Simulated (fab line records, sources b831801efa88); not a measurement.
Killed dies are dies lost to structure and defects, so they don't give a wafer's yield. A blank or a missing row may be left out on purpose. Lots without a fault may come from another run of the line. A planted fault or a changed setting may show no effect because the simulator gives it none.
fab line records | flow gf180mcu
record lots=5 wafers=15 last_day=33
route steps=602 shown V1@343 M2@362
lots that met no fault: from a run of the same line without faults
start_h: hours from the record's first day to the start of the lot's first wafer shown | wait_h: hours since the lot's step before | " the same as in the row above | L1.1+2: a row that stands for several wafers | - no value, or no start given | * or withheld: withheld | < > ~ a bound
route shown NAME@n: a module of which the file shows steps, and the number in the route of the first | usual: mean/standard deviation of fault-free wafers | same: alike in all rows | chamber/n: place in a boat | sites: the reading at each site | _std_site: their standard deviation | _edge_site: outer sites' mean less inner sites' | radius_mm: how far each site lies from the wafer's centre | mask NAME#n: copy n | behind: the tool/chamber that last shaped the wafer | hold: why the lot was held/for how many hours/how that ended | device: the transistor (n, p or np) that didn't switch | end of line: the same wafers' tests at the end of the route | a step without rows: its recipe alone | killed: dies lost to structure and defects at the first sort, not the wafer's yield | map: a wafer's dies, x killed, . not, _ none there
set.NAME: the setting as run; set.NAME@STEP: as run at that earlier step | model.NAME: the simulator's own value behind a step, which no gauge read
lots at some steps of the route; a table a step, a row a wafer
services: from which hour (start_h, from the record's first day; less than 0 if before it) a tool's chamber was out of use, for how many hours, and why
## steps
# step GF_V1_COAT_08
# recipe resist=BARC temp_c=withheld time_s=withheld spin_rpm=withheld resist_thk_nm=withheld
# usual resist_line_temp_C=*
# columns lot.wafer tool chamber start_h wait_h resist_line_temp_C
L078.2 litho_track-01 0 430.66 0.1 *
L078.4 " 0 " " *
L078.6 " 0 " " *
L083.2 litho_track-01 0 484.46 0.1 *
L083.3 " 0 " " *
L083.4 " 0 " " *
L084.2 litho_track-03 0 496.18 0.1 *
L084.5 " 0 " " *
L084.6 " 0 " " *
L091.1 litho_track-03 0 549.80 0.1 *
L091.2 " 0 " " *
L091.4 " 0 " " *
L092.1 litho_track-01 0 560.39 0.1 *
L092.3 " 0 " " *
L092.6 " 0 " " *
# step GF_V1_COAT_09
# recipe resist=KrF spin_rpm=withheld resist_thk_nm=1000
# usual resist_line_temp_C=22.99/0.092
# columns lot.wafer tool chamber start_h wait_h resist_line_temp_C
L078.2 litho_track-01 0 - - 22.92
L078.4 " 0 " " 22.91
L078.6 " 0 " " 22.92
L083.2 litho_track-01 0 - - 22.88
L083.3 " 0 " " 22.83
L083.4 " 0 " " 22.98
L084.2 litho_track-03 0 - - 23.05
L084.5 " 0 " " 23.00
L084.6 " 0 " " 23.02
L091.1 litho_track-03 0 - - 22.82
L091.2 " 0 " " 22.87
L091.4 " 0 " " 22.89
L092.1 litho_track-01 0 - - 23.03
L092.3 " 0 " " 23.03
L092.6 " 0 " " 23.09
# step GF_V1_SOFTBAKE_10
# recipe temp_c=130 time_s=60 resist=KrF
# usual resist_line_temp_C=22.98/0.11
# columns lot.wafer tool chamber start_h wait_h resist_line_temp_C
L078.2 litho_track-01 0 - - 22.83
L078.4 " 0 " " 22.86
L078.6 " 0 " " 23.01
L083.2 litho_track-01 0 - - 23.04
L083.3 " 0 " " 23.24
L083.4 " 0 " " 23.09
L084.2 litho_track-03 0 - - 23.08
L084.5 " 0 " " 23.06
L084.6 " 0 " " 22.94
L091.1 litho_track-03 0 - - 23.11
L091.2 " 0 " " 23.02
L091.4 " 0 " " 22.81
L092.1 litho_track-01 0 - - 22.94
L092.3 " 0 " " 23.04
L092.6 " 0 " " 23.09
# step GF_V1_EXPOSE_11
# recipe mask_id=Via1 target_cd_nm=260 na=0.68 source_shape=conventional sigma_outer=0.6 dose_mj=38
# columns lot.wafer tool chamber start_h wait_h mask
L078.2+4+6 krf_scanner-02 0 - - Via1#0
L083.2+3+4 krf_scanner-01 0 - - Via1#0
L084.2+5+6 krf_scanner-01 0 - - Via1#0
L091.1+2+4 krf_scanner-02 0 - - Via1#0
L092.1+3+6 krf_scanner-01 0 - - Via1#0
# step GF_V1_PEB_12
# recipe peb_temp_c=135 peb_time_s=90 resist=KrF
# usual resist_line_temp_C=23.03/0.11
# columns lot.wafer tool chamber start_h wait_h resist_line_temp_C
L078.2 litho_track-03 0 - - 22.94
L078.4 " 0 " " 23.06
L078.6 " 0 " " 23.09
L083.2 litho_track-01 0 - - 23.28
L083.3 " 0 " " 23.06
L083.4 " 0 " " 23.09
L084.2 litho_track-03 0 - - 23.01
L084.5 " 0 " " 22.99
L084.6 " 0 " " 22.96
L091.1 litho_track-02 0 - - 23.01
L091.2 " 0 " " 23.07
L091.4 " 0 " " 23.00
L092.1 litho_track-01 0 - - 23.08
L092.3 " 0 " " 23.07
L092.6 " 0 " " 23.07
# step GF_V1_DEVELOP_13
# recipe develop_time_s=60 resist=KrF dev_temp_c=21
# usual resist_line_temp_C=23.00/0.096
# columns lot.wafer tool chamber start_h wait_h resist_line_temp_C
L078.2 litho_track-03 0 443.03 0.2 22.87
L078.4 " 0 " " 23.09
L078.6 " 0 " " 23.05
L083.2 litho_track-01 0 496.71 0.2 23.14
L083.3 " 0 " " 23.01
L083.4 " 0 " " 22.94
L084.2 litho_track-03 0 507.53 0.2 23.01
L084.5 " 0 " " 22.99
L084.6 " 0 " " 22.91
L091.1 litho_track-02 0 561.00 0.2 22.72
L091.2 " 0 " " 22.82
L091.4 " 0 " " 22.84
L092.1 litho_track-01 0 570.94 0.2 23.08
L092.3 " 0 " " 23.02
L092.6 " 0 " " 23.10
# step GF_V1_CD_MEAS_14
# recipe target_cd_nm=260
# usual cd_nm=259.6/1.1
# columns lot.wafer tool chamber start_h wait_h cd_nm
L078.2 cd_sem-02 - 443.17 0.1 261.7
L078.4 " - " " 260.5
L078.6 " - " " 260.8
L083.2 cd_sem-02 - 496.86 0.1 257.5
L083.3 " - " " 258.9
L083.4 " - " " 257.7
L084.2 cd_sem-02 - 507.67 0.1 259.9
L084.5 " - " " 260.1
L084.6 " - " " 260.8
L091.1 cd_sem-01 - 561.15 0.1 258.9
L091.2 " - " " 260.3
L091.4 " - " " 259.0
L092.1 cd_sem-02 - 571.09 0.1 260.9
L092.3 " - " " 260.8
L092.6 " - " " 259.7
# step GF_V1_OVL_MEAS_15
# usual V1_OVL=0/5.3
# columns lot.wafer tool chamber start_h wait_h V1_OVL[nm]
L078.2 overlay-01 - 443.28 0.1 -9
L078.4 " - " " -6
L078.6 " - " " -7
L083.2 overlay-01 - 496.96 0.1 3
L083.3 " - " " -1
L083.4 " - " " -1
L084.2 overlay-02 - 507.78 0.1 -8
L084.5 " - " " -15
L084.6 " - " " -8
L091.1 overlay-02 - 561.27 0.1 7
L091.2 " - " " -3
L091.4 " - " " -5
L092.1 overlay-02 - 571.21 0.1 3
L092.3 " - " " 1
L092.6 " - " " 0
# step GF_V1_ETCH_16
# recipe chemistry=N2/H2 target_depth_a=withheld overetch_a=withheld time_s=withheld target=BARC ion_energy_ev=200 source_w=500 bias_w=100 pressure_mtorr=30 n2_flow_sccm=100 h2_flow_sccm=200
# usual drypump_motor_current_A=5.6/0.53 oes_product_au=0.855/0.0047 throttle_valve_pct=13.225/0.009
# columns lot.wafer tool chamber start_h wait_h drypump_motor_current_A oes_product_au throttle_valve_pct
L078.2 rie_diel-02 1 443.31 0.0 4.9 0.854 13.212
L078.4 " 3 " " 5.1 0.850 13.228
L078.6 " 0 " " 6.4 0.858 13.212
L083.2 rie_diel-04 3 496.99 0.0 5.1 0.851 13.220
L083.3 " 2 " " 5.8 0.864 13.235
L083.4 " 0 " " 6.0 0.856 13.227
L084.2 rie_diel-04 0 507.81 0.0 6.0 0.852 13.217
L084.5 " 2 " " 5.8 0.861 13.230
L084.6 " 1 " " 5.8 0.859 13.233
L091.1 rie_diel-03 2 561.30 0.0 4.9 0.862 13.235
L091.2 " 1 " " 4.9 0.858 13.234
L091.4 " 3 " " 5.9 0.856 13.226
L092.1 rie_diel-03 1 571.24 0.0 4.9 0.859 13.232
L092.3 " 2 " " 4.8 0.849 13.220
L092.6 " 0 " " 5.9 0.850 13.237
# step GF_V1_ETCH_17
# recipe chemistry=C4F8/O2/Ar mask_material=KrF target=SiO2 stop_on=TiN source_w=1500 bias_w=1200 pressure_mtorr=40 c4f8_flow_sccm=withheld O2_flow_sccm=6 Ar_flow_sccm=300 time_s=withheld target_depth_a=6300
# usual oes_product_au=0.856/0.0047
# columns lot.wafer tool chamber start_h wait_h oes_product_au
L078.2 rie_diel-02 1 - - 0.857
L078.4 " 3 " " 0.854
L078.6 " 0 " " 0.859
L083.2 rie_diel-04 3 - - 0.859
L083.3 " 2 " " 0.858
L083.4 " 0 " " 0.863
L084.2 rie_diel-04 0 - - 0.859
L084.5 " 2 " " 0.851
L084.6 " 1 " " 0.862
L091.1 rie_diel-03 2 - - 0.857
L091.2 " 1 " " 0.863
L091.4 " 3 " " 0.850
L092.1 rie_diel-03 1 - - 0.851
L092.3 " 2 " " 0.849
L092.6 " 0 " " 0.854
# step GF_V1_STRIP_18
# recipe chemistry=O2/N2 power_w=1400 pressure_mtorr=1500 platen_temp_c=250 o2_flow_sccm=3000 n2_flow_sccm=300 overash_fraction=0.5
# usual drypump_motor_current_A=5.7/0.39 heater_power_w=322/35 oes_product_au=0.592/0.0046
# same overash_fraction=0.5
# columns lot.wafer tool chamber start_h wait_h drypump_motor_current_A heater_power_w oes_product_au rf_hours_counter_h
L078.2 plasma_asher-03 1 443.44 - 5.9 359 0.596 73
L078.4 " 0 " " 5.6 377 0.586 -
L078.6 " 1 " " 5.9 354 0.594 -
L083.2 plasma_asher-03 0 497.12 - 5.6 370 0.594 78
L083.3 " 0 " " 5.6 379 0.586 -
L083.4 " 1 " " 5.9 352 0.585 -
L084.2 plasma_asher-04 0 507.94 - 4.9 269 0.593 8
L084.5 " 1 " " 6.3 312 0.602 -
L084.6 " 0 " " 4.9 267 0.592 -
L091.1 plasma_asher-01 1 561.43 - 5.6 310 0.588 48
L091.2 " 0 " " 5.5 298 0.592 48
L091.4 " 1 " " 5.7 306 0.593 -
L092.1 plasma_asher-03 0 571.37 - 5.6 385 0.587 87
L092.3 " 0 " " 5.6 374 0.593 -
L092.6 " 1 " " 5.9 341 0.593 -
# step GF_V1_STRIP_19
# recipe chemistry=post_etch_residue_remover time_s=1200 temp_c=72.5
# usual bath_guard_temp_C=72.8/0.55
# columns lot.wafer tool chamber start_h wait_h bath_guard_temp_C
L078.2 wet_bench-01 3 443.54 0.1 73.2
L078.4 " 3 " " 73.7
L078.6 " 3 " " 73.0
L083.2 wet_bench-01 1 497.22 0.1 72.6
L083.3 " 1 " " 72.2
L083.4 " 1 " " 72.2
L084.2 wet_bench-03 0 508.04 0.1 73.1
L084.5 " 0 " " 72.8
L084.6 " 0 " " 73.1
L091.1 wet_bench-01 2 561.53 0.1 72.9
L091.2 " 2 " " 72.5
L091.4 " 2 " " 72.8
L092.1 wet_bench-03 0 571.47 0.1 72.6
L092.3 " 0 " " 72.8
L092.6 " 0 " " 72.8
# step GF_V1_CLEAN_20
# recipe chemistry=DIW dry=n2_spin
# columns lot.wafer tool chamber start_h wait_h
L078.2+4+6 wet_bench-03 3 443.88 0.0
L083.2+3+4 wet_bench-04 0 497.56 0.0
L084.2+5+6 wet_bench-04 0 508.38 0.0
L091.1+2+4 wet_bench-03 3 561.87 0.0
L092.1+3+6 wet_bench-01 0 572.15 0.0
# step GF_V1_SPUTTER_21
# recipe material=Ti target_thk_nm=15 chamber_pressure_pa=5 power_w=2500 substrate_temp_c=200 time_s=80.02
# usual chamber_pressure_pa=5.002/0.011 substrate_temp_c=200.05/0.16 throttle_valve_pct=30.6/1.1
# columns lot.wafer tool chamber start_h wait_h chamber_pressure_pa substrate_temp_c throttle_valve_pct
L078.2 pvd_sputter-04 - 443.97 0.0 4.988 200.14 30.2
L078.4 " - " " 5.013 199.93 30.8
L078.6 " - " " 5.004 200.27 30.6
L083.2 pvd_sputter-02 - 497.66 0.0 4.984 200.03 30.4
L083.3 " - " " 5.023 200.07 29.2
L083.4 " - " " 4.989 199.90 32.9
L084.2 pvd_sputter-02 - 508.48 0.0 4.996 199.90 33.0
L084.5 " - " " 5.011 199.86 30.4
L084.6 " - " " 5.004 199.83 33.0
L091.1 pvd_sputter-03 - 561.97 0.0 5.007 200.09 31.1
L091.2 " - " " 5.000 199.84 30.5
L091.4 " - " " 5.012 200.22 28.7
L092.1 pvd_sputter-03 - 572.25 0.0 4.990 200.00 30.2
L092.3 " - " " 5.000 200.01 30.8
L092.6 " - " " 5.006 200.07 30.8
# step GF_V1_SPUTTER_22
# recipe material=TiN target_thk_nm=10 chamber_pressure_pa=5 power_w=4000 time_s=40
# usual chamber_pressure_pa=5.000/0.0096 throttle_valve_pct=30.6/1.1
# columns lot.wafer tool chamber start_h wait_h chamber_pressure_pa throttle_valve_pct
L078.2 pvd_sputter-04 - 444.03 0.0 5.003 30.1
L078.4 " - " " 4.993 30.8
L078.6 " - " " 4.991 30.4
L083.2 pvd_sputter-02 - 497.72 0.0 4.994 30.6
L083.3 " - " " 5.003 29.2
L083.4 " - " " 4.993 33.0
L084.2 pvd_sputter-02 - 508.54 0.0 4.995 32.9
L084.5 " - " " 4.991 30.5
L084.6 " - " " 4.996 33.1
L091.1 pvd_sputter-03 - 562.03 0.0 5.015 31.4
L091.2 " - " " 4.997 30.3
L091.4 " - " " 4.987 28.7
L092.1 pvd_sputter-03 - 572.31 0.0 4.991 30.3
L092.3 " - " " 4.980 30.9
L092.6 " - " " 4.998 30.9
# step GF_V1_CVD_23
# recipe material=W target_thk_nm=350 time_s=105.05 temp_c=400 pressure_torr=40
# usual heater_power_w=904/59
# columns lot.wafer tool chamber start_h wait_h heater_power_w
L078.2 cvd_w-02 1 444.07 0.0 867
L078.4 " 1 " " 885
L078.6 " 0 " " 885
L083.2 cvd_w-01 0 497.76 0.0 864
L083.3 " 1 " " 1024
L083.4 " 0 " " 868
L084.2 cvd_w-02 1 508.58 0.0 882
L084.5 " 0 " " 857
L084.6 " 1 " " 878
L091.1 cvd_w-02 1 562.07 0.0 889
L091.2 " 0 " " 878
L091.4 " 0 " " 883
L092.1 cvd_w-01 0 572.35 0.0 880
L092.3 " 1 " " 1017
L092.6 " 0 " " 858
# step GF_V1_RS_MEAS_24
# recipe thk_meas_gauge=four-point-probe reads=W_of_V1_CVD_23+TiN_of_V1_SPUTTER_22+Ti_of_V1_SPUTTER_21
# usual V1_W_RS=0.327/0.0035
# columns lot.wafer tool chamber start_h wait_h V1_W_RS[ohm/sq]
L078.2 film_metro-03 - 444.20 0.1 0.328
L078.4 " - " " 0.330
L078.6 " - " " 0.329
L083.2 film_metro-01 - 497.90 0.1 0.327
L083.3 " - " " 0.328
L083.4 " - " " 0.325
L084.2 film_metro-02 - 508.71 0.1 0.329
L084.5 " - " " 0.329
L084.6 " - " " 0.330
L091.1 film_metro-03 - 562.18 0.1 0.333
L091.2 " - " " 0.330
L091.4 " - " " 0.328
L092.1 film_metro-01 - 572.46 0.1 0.321
L092.3 " - " " 0.324
L092.6 " - " " 0.322
# step GF_V1_THK_MEAS_25
# recipe thk_meas_gauge=xrf reads=W_of_V1_CVD_23
# usual V1_W_THK=353/5.4
# columns lot.wafer tool chamber start_h wait_h V1_W_THK[nm]
L078.2 film_metro-03 - 444.31 0.1 352
L078.4 " - " " 348
L078.6 " - " " 351
L083.2 film_metro-01 - 498.01 0.1 350
L083.3 " - " " 349
L083.4 " - " " 350
L084.2 film_metro-02 - 508.82 0.1 355
L084.5 " - " " 358
L084.6 " - " " 355
L091.1 film_metro-03 - 562.30 0.1 357
L091.2 " - " " 362
L091.4 " - " " 360
L092.1 film_metro-01 - 572.58 0.1 355
L092.3 " - " " 352
L092.6 " - " " 355
# step GF_V1_CMP_26
# recipe stop_on=SiO2 down_force_psi=3.5 platen_rpm=60 t_overpolish_s=15 target_thk_nm=0 pad_velocity_m_s=0.94248
# usual motor_current_A=12.0/1.8 overpolish_run_s=15.000/0.0092 time_to_endpoint_s=84/5.7
# same t_overpolish_s=15
# columns lot.wafer tool chamber start_h wait_h motor_current_A overpolish_run_s time_to_endpoint_s
L078.2 cmp-02 3 444.41 0.1 10.3 15.006 82
L078.4 " 1 " " 11.4 15.009 76
L078.6 " 2 " " 10.5 15.009 80
L083.3 cmp-02 3 498.26 0.2 10.9 14.997 85
L083.2 " 1 " " 10.5 14.995 85
L083.4 " 2 " " 9.8 15.015 87
L084.2 cmp-01 2 508.92 0.1 13.5 14.989 75
L084.6 " 1 " " 11.7 15.006 90
L084.5 " 2 " " 13.9 14.992 76
L091.1 cmp-02 0 562.36 0.1 9.6 14.997 88
L091.4 " 2 " " 10.2 14.992 92
L091.2 " 3 " " 10.5 15.016 88
L092.1 cmp-02 3 576.42 3.8 11.1 15.002 84
L092.3 " 0 " " 9.8 14.984 88
L092.6 " 2 " " 9.8 15.005 89
# step GF_M2_SPUTTER_00
# recipe material=Ti target_thk_nm=37.5 arriving_ion_energy_ev=80 substrate_temp_c=200 chamber_pressure_pa=2 power_w=4000 time_s=150
# usual chamber_pressure_pa=2.000/0.004 substrate_temp_c=200.00/0.17 throttle_valve_pct=30.3/0.67
# columns lot.wafer tool chamber start_h wait_h chamber_pressure_pa substrate_temp_c throttle_valve_pct
L078.2 pvd_sputter-03 - 444.66 0.2 2.001 199.87 30.6
L078.4 " - " " 1.999 200.04 31.4
L078.6 " - " " 1.999 199.90 31.2
L083.2 pvd_sputter-01 - 498.56 0.1 2.003 200.25 30.4
L083.3 " - " " 2.000 200.24 29.2
L083.4 " - " " 2.002 200.53 30.2
L084.2 pvd_sputter-03 - 509.17 0.2 1.998 199.78 31.0
L084.5 " - " " 1.997 199.82 31.5
L084.6 " - " " 2.009 200.03 29.2
L091.1 pvd_sputter-04 - 562.66 0.2 1.997 200.33 30.4
L091.2 " - " " 2.005 200.03 30.4
L091.4 " - " " 1.996 199.95 30.2
L092.1 pvd_sputter-04 - 576.67 0.2 1.999 200.01 30.7
L092.3 " - " " 1.999 199.99 30.5
L092.6 " - " " 1.995 199.99 30.6
# step GF_M2_SPUTTER_01
# recipe material=TiN target_thk_nm=30 power_w=6500 time_s=25 chamber_pressure_pa=0.4
# usual chamber_pressure_pa=0.4001/0.00079 throttle_valve_pct=30.3/0.67
# columns lot.wafer tool chamber start_h wait_h chamber_pressure_pa throttle_valve_pct
L078.2 pvd_sputter-03 - 444.76 0.1 0.4002 30.9
L078.4 " - " " 0.4023 31.1
L078.6 " - " " 0.4003 31.0
L083.2 pvd_sputter-01 - 498.66 0.1 0.4012 30.5
L083.3 " - " " 0.4012 29.3
L083.4 " - " " 0.4000 30.2
L084.2 pvd_sputter-03 - 509.27 0.1 0.3994 31.0
L084.5 " - " " 0.4007 31.1
L084.6 " - " " 0.3992 28.9
L091.1 pvd_sputter-04 - 562.77 0.1 0.4004 30.5
L091.2 " - " " 0.4002 30.5
L091.4 " - " " 0.4007 30.0
L092.1 pvd_sputter-04 - 576.77 0.1 0.4008 31.0
L092.3 " - " " 0.3993 30.5
L092.6 " - " " 0.4009 30.5
# step GF_M2_SPUTTER_02
# recipe material=AlCu target_thk_nm=450 power_w=10600 time_s=23.9 chamber_pressure_pa=0.4
# usual chamber_pressure_pa=0.4000/0.0008 throttle_valve_pct=30.3/0.68
# columns lot.wafer tool chamber start_h wait_h chamber_pressure_pa throttle_valve_pct
L078.2 pvd_sputter-03 - 444.79 0.0 0.4000 30.8
L078.4 " - " " 0.3994 31.3
L078.6 " - " " 0.4016 30.9
L083.2 pvd_sputter-01 - 498.69 0.0 0.4002 30.4
L083.3 " - " " 0.3997 29.4
L083.4 " - " " 0.3986 30.1
L084.2 pvd_sputter-03 - 509.30 0.0 0.4010 30.7
L084.5 " - " " 0.4000 31.2
L084.6 " - " " 0.3994 28.8
L091.1 pvd_sputter-04 - 562.81 0.0 0.3999 30.3
L091.2 " - " " 0.4005 30.6
L091.4 " - " " 0.3987 30.3
L092.1 pvd_sputter-04 - 576.80 0.0 0.3990 30.9
L092.3 " - " " 0.3999 30.5
L092.6 " - " " 0.3993 30.4
# step GF_M2_SPUTTER_03
# recipe material=Ti target_thk_nm=10 substrate_temp_c=300 chamber_pressure_pa=0.3 power_w=3000 time_s=6.7
# usual chamber_pressure_pa=0.3001/0.00056 substrate_temp_c=300.00/0.17 throttle_valve_pct=30.3/0.68
# columns lot.wafer tool chamber start_h wait_h chamber_pressure_pa substrate_temp_c throttle_valve_pct
L078.2 pvd_sputter-03 - 444.82 0.0 0.2996 300.21 31.0
L078.4 " - " " 0.3003 299.83 31.3
L078.6 " - " " 0.3008 300.09 30.9
L083.2 pvd_sputter-01 - 498.72 0.0 0.2992 300.20 30.4
L083.3 " - " " 0.2996 300.15 29.2
L083.4 " - " " 0.2995 300.08 30.3
L084.2 pvd_sputter-03 - 509.33 0.0 0.2995 299.81 30.7
L084.5 " - " " 0.3002 299.97 31.1
L084.6 " - " " 0.3008 300.25 28.9
L091.1 pvd_sputter-04 - 562.84 0.0 0.3001 300.34 30.6
L091.2 " - " " 0.2998 299.58 30.7
L091.4 " - " " 0.3008 299.89 30.0
L092.1 pvd_sputter-04 - 576.83 0.0 0.2993 299.85 30.9
L092.3 " - " " 0.3005 300.02 30.5
L092.6 " - " " 0.3004 299.86 30.5
# step GF_M2_SPUTTER_04
# recipe material=TiN target_thk_nm=50 power_w=6500 time_s=41.7 chamber_pressure_pa=0.4
# usual chamber_pressure_pa=0.4001/0.00075 throttle_valve_pct=30.3/0.67
# columns lot.wafer tool chamber start_h wait_h chamber_pressure_pa throttle_valve_pct
L078.2 pvd_sputter-03 - 444.84 0.0 0.3986 30.7
L078.4 " - " " 0.4012 31.3
L078.6 " - " " 0.4003 31.6
L083.2 pvd_sputter-01 - 498.74 0.0 0.4008 30.4
L083.3 " - " " 0.3980 29.3
L083.4 " - " " 0.3995 30.1
L084.2 pvd_sputter-03 - 509.35 0.0 0.4002 31.2
L084.5 " - " " 0.4003 31.0
L084.6 " - " " 0.4010 28.7
L091.1 pvd_sputter-04 - 562.86 0.0 0.4000 30.7
L091.2 " - " " 0.4000 30.8
L091.4 " - " " 0.3992 30.1
L092.1 pvd_sputter-04 - 576.85 0.0 0.4008 30.5
L092.3 " - " " 0.4007 30.4
L092.6 " - " " 0.3993 30.5
# step GF_M2_RS_MEAS_05
# recipe thk_meas_gauge=four-point-probe reads=TiN_of_M2_SPUTTER_04+Ti_of_M2_SPUTTER_03+AlCu_of_M2_SPUTTER_02+TiN_of_M2_SPUTTER_01+Ti_of_M2_SPUTTER_00
# usual M2_ALCU_RS=0.0697/0.00093
# columns lot.wafer tool chamber start_h wait_h M2_ALCU_RS[ohm/sq]
L078.2 film_metro-04 - 444.90 0.0 0.0711
L078.4 " - " " 0.0701
L078.6 " - " " 0.0701
L083.2 film_metro-01 - 498.80 0.0 0.0679
L083.3 " - " " 0.0684
L083.4 " - " " 0.0679
L084.2 film_metro-01 - 509.41 0.0 0.0704
L084.5 " - " " 0.0699
L084.6 " - " " 0.0696
L091.1 film_metro-04 - 562.91 0.0 0.0711
L091.2 " - " " 0.0698
L091.4 " - " " 0.0703
L092.1 film_metro-02 - 576.89 0.0 0.0707
L092.3 " - " " 0.0706
L092.6 " - " " 0.0705
# step GF_M2_THK_MEAS_06
# recipe thk_meas_gauge=xrf reads=AlCu_of_M2_SPUTTER_02
# usual M2_ALCU_THK=462/6.3
# columns lot.wafer tool chamber start_h wait_h M2_ALCU_THK[nm]
L078.2 film_metro-04 - 445.01 0.1 451
L078.4 " - " " 460
L078.6 " - " " 458
L083.2 film_metro-01 - 498.91 0.1 470
L083.3 " - " " 467
L083.4 " - " " 469
L084.2 film_metro-01 - 509.52 0.1 456
L084.5 " - " " 462
L084.6 " - " " 462
L091.1 film_metro-04 - 563.03 0.1 455
L091.2 " - " " 464
L091.4 " - " " 459
L092.1 film_metro-02 - 577.01 0.1 459
L092.3 " - " " 458
L092.6 " - " " 459
# step GF_M2_DEHYDRATE_07
# recipe temp_c=200 time_s=60
# usual resist_line_temp_C=22.97/0.11
# columns lot.wafer tool chamber start_h wait_h resist_line_temp_C
L078.2 litho_track-04 0 456.49 11.5 23.15
L078.4 " 0 " " 23.12
L078.6 " 0 " " 23.08
L083.2 litho_track-03 0 509.88 11.0 22.92
L083.3 " 0 " " 23.00
L083.4 " 0 " " 22.94
L084.2 litho_track-02 0 520.42 10.9 22.90
L084.5 " 0 " " 22.88
L084.6 " 0 " " 22.95
L091.1 litho_track-03 0 572.90 9.9 23.05
L091.2 " 0 " " 22.93
L091.4 " 0 " " 22.83
L092.1 litho_track-03 0 586.55 9.5 23.09
L092.3 " 0 " " 23.01
L092.6 " 0 " " 23.03
# step GF_M2_HMDS_08
# recipe prime_time_s=60 prime_temp_c=120
# usual resist_line_temp_C=22.97/0.12
# columns lot.wafer tool chamber start_h wait_h resist_line_temp_C
L078.2 litho_track-04 0 456.64 0.1 23.00
L078.4 " 0 " " 23.09
L078.6 " 0 " " 23.20
L083.2 litho_track-03 0 510.03 0.1 23.00
L083.3 " 0 " " 22.98
L083.4 " 0 " " 22.98
L084.2 litho_track-02 0 520.57 0.1 23.00
L084.5 " 0 " " 22.88
L084.6 " 0 " " 22.95
L091.1 litho_track-03 0 573.05 0.1 22.93
L091.2 " 0 " " 23.04
L091.4 " 0 " " 23.04
L092.1 litho_track-03 0 586.70 0.1 22.97
L092.3 " 0 " " 23.00
L092.6 " 0 " " 22.97
# step GF_M2_COAT_09
# recipe resist=KrF spin_rpm=withheld resist_thk_nm=1000
# usual resist_line_temp_C=23.00/0.11
# columns lot.wafer tool chamber start_h wait_h resist_line_temp_C
L078.2 litho_track-04 0 456.79 0.1 23.03
L078.4 " 0 " " 23.10
L078.6 " 0 " " 23.01
L083.2 litho_track-03 0 510.18 0.1 22.95
L083.3 " 0 " " 22.99
L083.4 " 0 " " 22.90
L084.2 litho_track-02 0 520.72 0.1 23.02
L084.5 " 0 " " 23.09
L084.6 " 0 " " 22.98
L091.1 litho_track-03 0 573.20 0.1 23.13
L091.2 " 0 " " 23.01
L091.4 " 0 " " 22.87
L092.1 litho_track-03 0 586.85 0.1 22.90
L092.3 " 0 " " 22.90
L092.6 " 0 " " 22.94
# step GF_M2_SOFTBAKE_10
# recipe temp_c=130 time_s=60 resist=KrF
# usual resist_line_temp_C=22.99/0.091
# columns lot.wafer tool chamber start_h wait_h resist_line_temp_C
L078.2 litho_track-04 0 456.94 0.1 22.97
L078.4 " 0 " " 22.86
L078.6 " 0 " " 22.83
L083.2 litho_track-03 0 510.33 0.1 23.05
L083.3 " 0 " " 23.00
L083.4 " 0 " " 22.95
L084.2 litho_track-02 0 520.87 0.1 22.96
L084.5 " 0 " " 22.94
L084.6 " 0 " " 22.82
L091.1 litho_track-03 0 573.35 0.1 23.13
L091.2 " 0 " " 23.14
L091.4 " 0 " " 23.05
L092.1 litho_track-03 0 587.00 0.1 22.98
L092.3 " 0 " " 22.95
L092.6 " 0 " " 22.99
# step GF_M2_EXPOSE_11
# recipe mask_id=Metal2 target_cd_nm=280 na=0.68 source_shape=conventional sigma_outer=0.6 dose_mj=28
# columns lot.wafer tool chamber start_h wait_h mask
L078.2+4+6 krf_scanner-02 0 - - Metal2#0
L083.2+3+4 krf_scanner-02 0 - - Metal2#0
L084.2+5+6 krf_scanner-01 0 - - Metal2#0
L091.1+2+4 krf_scanner-02 0 - - Metal2#0
L092.1+3+6 krf_scanner-02 0 - - Metal2#0
# step GF_M2_PEB_12
# recipe peb_temp_c=135 peb_time_s=90 resist=KrF
# usual resist_line_temp_C=23.01/0.098
# columns lot.wafer tool chamber start_h wait_h resist_line_temp_C
L078.2 litho_track-04 0 - - 22.77
L078.4 " 0 " " 23.10
L078.6 " 0 " " 23.04
L083.2 litho_track-03 0 - - 22.97
L083.3 " 0 " " 22.89
L083.4 " 0 " " 23.01
L084.2 litho_track-03 0 - - 23.12
L084.5 " 0 " " 23.05
L084.6 " 0 " " 23.01
L091.1 litho_track-04 0 - - 23.16
L091.2 " 0 " " 23.05
L091.4 " 0 " " 22.99
L092.1 litho_track-04 0 - - 23.05
L092.3 " 0 " " 23.06
L092.6 " 0 " " 22.99
# step GF_M2_DEVELOP_13
# recipe develop_time_s=60 dev_temp_c=21
# usual resist_line_temp_C=23.01/0.11
# columns lot.wafer tool chamber start_h wait_h resist_line_temp_C
L078.2 litho_track-04 0 469.14 0.2 23.02
L078.4 " 0 " " 23.04
L078.6 " 0 " " 23.30
L083.2 litho_track-03 0 521.33 0.2 23.00
L083.3 " 0 " " 22.89
L083.4 " 0 " " 22.92
L084.2 litho_track-03 0 532.03 0.2 22.99
L084.5 " 0 " " 23.11
L084.6 " 0 " " 23.03
L091.1 litho_track-04 0 583.87 0.2 23.20
L091.2 " 0 " " 23.18
L091.4 " 0 " " 23.09
L092.1 litho_track-04 0 597.32 0.2 22.81
L092.3 " 0 " " 22.83
L092.6 " 0 " " 22.93
## services
# columns tool chamber start_h hours kind
pvd_sputter-01 - 417.97 0.7 repair
cmp-02 - 429.32 1.4 repair
krf_scanner-01 - 437.86 1.3 pm
krf_scanner-01 - 445.72 11.6 pm
krf_scanner-02 - 457.27 1.3 pm
krf_scanner-01 - 458.25 0.4 repair
rie_diel-03 3 467.44 21.4 repair
cmp-02 - 469.19 3.8 pm
rie_diel-04 - 474.31 0.9 repair
krf_scanner-02 - 474.91 3.6 pm
pvd_sputter-01 - 475.97 1.2 repair
krf_scanner-02 - 481.24 0.5 repair
krf_scanner-02 - 488.75 9.1 repair
krf_scanner-02 - 497.85 4.0 pm
krf_scanner-01 - 502.53 0.6 repair
rie_diel-04 - 504.73 0.1 repair
krf_scanner-01 - 512.33 4.4 pm
pvd_sputter-02 - 522.09 0.9 repair
krf_scanner-01 - 524.19 0.8 pm
cmp-02 - 533.58 11.8 pm
rie_diel-03 0 535.11 4.9 repair
krf_scanner-02 - 550.57 0.8 pm
krf_scanner-02 - 558.68 1.0 pm
pvd_sputter-03 - 572.87 8.8 repair
## key
fault none
